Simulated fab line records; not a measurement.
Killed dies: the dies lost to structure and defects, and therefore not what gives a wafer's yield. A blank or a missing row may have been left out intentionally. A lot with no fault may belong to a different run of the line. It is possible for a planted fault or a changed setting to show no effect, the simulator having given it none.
What tool caused it?    flow sfq_line    14 lots, 42 wafers sampled, at 4 steps of a route of 325

## WHAT THE GAUGES SHOWED, per wafer
Not one reading of a measure or inspect step in the record can be checked against a usual standard deviation.

## EACH LOT AND THE TOOL THAT RAN IT (in order: tool; ch and the chambers of the sampled wafers; start)
lot   SFQ_TRILAYER_R5_DEP_SPUTTER_133  SFQ_TRILAYER_C5_ETCH_VIA_ETCH_154   SFQ_TRILAYER_I6_DEP_PECVD_165    SFQ_TRILAYER_I6_VIA_BARC_OPEN_VIA_ETCH_235
L485  pvd_sputter-03, day 56 03:05     rie_diel-01 ch 1,2,3, day 71 17:46  pecvd-04 ch 0,1,2, day 71 22:10  rie_diel-02 ch 0,2, day 76 06:56
L486  pvd_sputter-04, day 57 06:56     rie_diel-01 ch 1,2, day 72 03:23    pecvd-03 ch 0,1,2, day 72 07:47  rie_diel-02 ch 0,1,2, day 76 15:44
L487  pvd_sputter-04, day 57 08:44     rie_diel-04 ch 1,2,3, day 72 06:58  pecvd-01 ch 0,1,2, day 72 11:20  rie_diel-03 ch 0,1,2, day 76 19:20
L488  pvd_sputter-06, day 57 09:56     rie_diel-01 ch 1,2,3, day 72 08:10  pecvd-04 ch 1,2, day 72 12:48    rie_diel-04 ch 0,2,3, day 77 00:14
L489  pvd_sputter-04, day 57 20:40     rie_diel-04 ch 0,2,3, day 72 10:34  pecvd-03 ch 1,2, day 72 14:56    rie_diel-02 ch 0,1,3, day 77 01:26
L490  pvd_sputter-06, day 63 07:56     rie_diel-01 ch 1,2,3, day 72 20:10  pecvd-03 ch 0,1, day 77 03:24    rie_diel-04 ch 0,1, day 77 11:07
L492  pvd_sputter-06, day 64 01:56     rie_diel-01 ch 1,3, day 73 09:15    pecvd-04 ch 0,1,2, day 77 17:48  rie_diel-04 ch 2,3, day 78 00:29
L493  pvd_sputter-06, day 64 12:43     rie_diel-04 ch 0,1,2, day 73 14:03  pecvd-03 ch 1,2, day 77 21:35    rie_diel-02 ch 1,2, day 78 05:53
L494  pvd_sputter-06, day 64 19:56     rie_diel-02 ch 1,2,3, day 74 02:03  pecvd-04 ch 0,1,2, day 78 10:36  rie_diel-04 ch 0,3, day 78 17:32
L497  pvd_sputter-04, day 66 03:40     rie_diel-02 ch 0,3, day 74 09:23    pecvd-01 ch 1,2, day 78 18:35    rie_diel-04 ch 2,3, day 82 13:05
L498  pvd_sputter-04, day 66 09:40     rie_diel-01 ch 1,3, day 74 12:59    pecvd-04 ch 0,1, day 78 20:59    rie_diel-03 ch 0,2, day 82 14:17
L499  pvd_sputter-06, day 66 12:41     rie_diel-04 ch 1,3, day 76 13:59    pecvd-04 ch 0,1,2, day 79 10:36  rie_diel-04 ch 1,2, day 83 09:29
L505  pvd_sputter-06, day 71 21:52     rie_diel-02 ch 0,1,3, day 80 04:06  pecvd-03 ch 0,1, day 80 11:07    rie_diel-03 ch 2,3, day 84 17:17
L507  pvd_sputter-04, day 72 04:28     rie_diel-04 ch 0,1,3, day 80 11:24  pecvd-01 ch 0,1, day 80 17:07    rie_diel-04 ch 0,2,3, day 84 20:53
- SFQ_TRILAYER_R5_DEP_SPUTTER_133: material MoNx, target thk 40 nm, time 66.7 s.
- SFQ_TRILAYER_C5_ETCH_VIA_ETCH_154: etches SiO2 in CHF3, stops on Nb, target depth 84 nm.
- SFQ_TRILAYER_I6_DEP_PECVD_165: deposits SiO2 from SiH4/N2O, time 111.11 s, target thk 500 nm.
- SFQ_TRILAYER_I6_VIA_BARC_OPEN_VIA_ETCH_235: etches BARC in O2, target depth 125 nm, time 41.7 s.

## AS READ BY THE TOOLS THEMSELVES (means over the sampled wafers that have a number; for cases with no such wafer, the mark the record gives instead)
SFQ_TRILAYER_R5_DEP_SPUTTER_133.
lot   tool            throttle_valve_pct (%)
L485  pvd_sputter-03  30.0
L486  pvd_sputter-04  30.6
L487  pvd_sputter-04  30.7
L488  pvd_sputter-06  30.0
L489  pvd_sputter-04  30.9
L490  pvd_sputter-06  30.2
L492  pvd_sputter-06  29.4
L493  pvd_sputter-06  29.4
L494  pvd_sputter-06  30.1
L497  pvd_sputter-04  30.3
L498  pvd_sputter-04  30.9
L499  pvd_sputter-06  30.0
L505  pvd_sputter-06  29.4
L507  pvd_sputter-04  30.3

SFQ_TRILAYER_C5_ETCH_VIA_ETCH_154.
lot   tool         bias_w (W)  drypump_motor_current_A (A)  oes_product_au (a.u.)
L485  rie_diel-01  79.80       6.1                          0.898
L486  rie_diel-01  80.28       6.0                          0.891
L487  rie_diel-04  79.82       5.8                          0.887
L488  rie_diel-01  79.78       6.0                          0.891
L489  rie_diel-04  80.07       5.8                          0.893
L490  rie_diel-01  80.08       6.0                          0.890
L492  rie_diel-01  80.20       6.1                          0.889
L493  rie_diel-04  80.26       6.0                          0.891
L494  rie_diel-02  80.01       6.1                          0.894
L497  rie_diel-02  80.04       5.4                          0.895
L498  rie_diel-01  80.32       6.1                          0.902
L499  rie_diel-04  80.01       5.6                          0.887
L505  rie_diel-02  80.13       5.6                          0.900
L507  rie_diel-04  79.96       5.8                          0.895

SFQ_TRILAYER_I6_DEP_PECVD_165.
lot   tool      chamber_pressure_Torr (Torr)  heater_power_w (W)  run_length_s (s)  susceptor_temp_C (C)  throttle_valve_pct (%)
L485  pecvd-04  2.404                         90                  138.9             149.84                26.1
L486  pecvd-03  2.400                         93                  139.5             150.08                23.9
L487  pecvd-01  2.404                         68                  139.6             149.95                23.7
L488  pecvd-04  2.400                         91                  138.8             150.12                26.6
L489  pecvd-03  2.406                         95                  139.5             149.84                23.7
L490  pecvd-03  2.393                         80                  139.4             150.02                23.9
L492  pecvd-04  2.397                         87                  138.8             149.97                26.3
L493  pecvd-03  2.399                         84                  139.6             149.92                24.0
L494  pecvd-04  2.406                         90                  139.1             149.93                26.0
L497  pecvd-01  2.401                         61                  139.5             149.96                23.5
L498  pecvd-04  2.396                         92                  137.2             149.96                25.9
L499  pecvd-04  2.405                         89                  137.2             149.96                26.2
L505  pecvd-03  2.405                         89                  139.0             149.93                24.2
L507  pecvd-01  2.401                         62                  140.3             149.94                25.2

SFQ_TRILAYER_I6_VIA_BARC_OPEN_VIA_ETCH_235.
lot   tool         bias_w (W)  drypump_motor_current_A (A)  oes_product_au (a.u.)
L485  rie_diel-02  80.15       6.0                          0.682
L486  rie_diel-02  80.07       5.8                          0.680
L487  rie_diel-03  79.82       6.0                          0.685
L488  rie_diel-04  80.10       5.8                          0.686
L489  rie_diel-02  80.10       5.6                          0.682
L490  rie_diel-04  79.78       6.0                          0.685
L492  rie_diel-04  80.16       5.8                          0.682
L493  rie_diel-02  79.88       6.0                          0.680
L494  rie_diel-04  80.03       5.6                          0.683
L497  rie_diel-04  79.99       5.5                          0.680
L498  rie_diel-03  79.91       6.1                          0.688
L499  rie_diel-04  79.82       6.0                          0.684
L505  rie_diel-03  79.90       5.6                          0.683
L507  rie_diel-04  80.14       5.8                          0.679

## THE ANSWER, worked out from the rows above alone
Rule: the lots themselves supply what counts as usual. The widest of any qualifying gaps counts: lots, ordered by their means at a reading, are off when they make up no more than a third of the lots, leave a main group of 4 or more, and stand apart from it by 3 or more times the standard deviation of that group's means. A main group is skipped when, at the precision printed for the reading in the tables above, its means are all equal. A lot without any number at a reading at which 4 lots or more have one is off too. Any other lot the step has rows for is counted as sound. The gauges are gone through in route order, then the tools' own readings, and for those a lot's mean is taken as printed above. The first step at which some lot is off is used, and at that step the reading that is off furthest; a lot without a number counts as furthest.
Off at SFQ_TRILAYER_I6_DEP_PECVD_165 (run_length_s): L498, L499. For the main group the mean is 139.3 s and the standard deviation 0.42.
A tool fits if, at that step or a process step before it, it ran every lot that is off, and no sound lot after the first of them. One fits: SFQ_TRILAYER_I6_DEP_PECVD_165 on pecvd-04. Its last sound lot is L494 (day 78 10:36), its first lot that is off L498 (day 78 20:59): a fault that began between those two fits.
On the lots that are off, the tool's own readings at SFQ_TRILAYER_I6_DEP_PECVD_165 differ by more than 5 times the standard deviation of the sound lots' means, which bears it out; run_length_s reads 137.2 s there versus 139.3 s on the sound lots.

## WHAT WAS PUT IN BY THE SIMULATOR
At SFQ_TRILAYER_I6_DEP_PECVD_165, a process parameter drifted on pecvd-04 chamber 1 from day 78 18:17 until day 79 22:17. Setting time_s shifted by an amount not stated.
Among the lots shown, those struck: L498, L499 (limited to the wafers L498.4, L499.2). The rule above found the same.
